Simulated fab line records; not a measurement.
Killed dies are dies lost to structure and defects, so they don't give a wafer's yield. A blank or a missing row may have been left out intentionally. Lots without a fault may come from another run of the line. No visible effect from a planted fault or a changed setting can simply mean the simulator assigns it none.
2 desks looking at one fault / flow gf180mcu / what lay behind the numbers comes last; until then each desk has only its own

TOOL OWNER'S DESK, rie_diel-04
The tool's own readings at GF_POLY_GATE_ETCH_12 (etches BARC in N2/H2): means of the sampled wafers that have a number, for each lot that ran on this tool. Any lot whose mean is over 4 standard deviations away from the usual mean is out of limits and marked OUT; that distance is given in the brackets.
Columns: A = chamber_pressure_mTorr at GF_POLY_GATE_ETCH_12, usual 29.999 mTorr; B = drypump_motor_current_A at GF_POLY_GATE_ETCH_12, usual 5.6 A; C = oes_product_au at GF_POLY_GATE_ETCH_12, usual 0.735 a.u.; D = rf_fwd_power_W at GF_POLY_GATE_ETCH_12, usual 495.8 W; E = throttle_valve_pct at GF_POLY_GATE_ETCH_12, usual 13.214 %
lot=L240; first seen here=day 9 06:22; A=29.989; B=6.2; C=0.730; D=497.4; E=13.217
lot=L251; first seen here=day 12 15:49; A=29.989; B=5.9; C=0.739; D=428.9 (-39) OUT; E=13.205
lot=L252; first seen here=day 12 18:04; A=30.004; B=6.0; C=0.732; D=428.6 (-40) OUT; E=13.210
This desk's verdict: out of limits on L251, L252, starting with L251 at day 12 15:49 (rf_fwd_power_W at GF_POLY_GATE_ETCH_12). L240 stayed within limits.

AT THE METROLOGY DESK
What the gauges read for every lot (on any tool): the sampled wafers with a number, averaged. Any lot whose mean is over 4 standard deviations away from the usual mean is out of limits and marked OUT; that distance is given in the brackets.
Columns: A = POLY_GATE_CVD_00_THK at GF_POLY_GATE_THK_MEAS_01, usual 199.5 nm; B = cd_nm at GF_POLY_GATE_CD_MEAS_10, usual 279.6 nm; C = POLY_GATE_OVL at GF_POLY_GATE_OVL_MEAS_11, usual 0 nm
lot=L240; first seen here=day 8 13:34; A=202.8; B=281.2; C=5
lot=L246; first seen here=day 10 09:34; A=198.9; B=278.2; C=3
lot=L251; first seen here=day 11 19:37; A=197.6; B=280.6; C=-1
lot=L252; first seen here=day 11 22:56; A=201.6; B=279.7; C=3
lot=L253; first seen here=day 12 05:37; A=198.6; B=278.3; C=-5
lot=L258; first seen here=day 13 17:14; A=198.9; B=278.5; C=-2
This desk found nothing out of limits on any of the 6 lots.

PUT TOGETHER
At day 12 15:49, on L251, L252, the tool owner's desk was in a position to raise an alarm.
Nothing out of limits was seen by the metrology desk.
The metrology desk holds a record of L251, L252, inside its limits.
Every lot named ran GF_POLY_GATE_ETCH_12 on rie_diel-04.

WHAT THE SIMULATOR PUT IN
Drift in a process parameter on rie_diel-04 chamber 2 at GF_POLY_GATE_ETCH_12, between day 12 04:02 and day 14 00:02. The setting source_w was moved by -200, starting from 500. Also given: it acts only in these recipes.
Lots struck among those shown: L251, L252.
Each desk's first reading out of limits, in hours after the fault started: the tool owner's desk, 12.
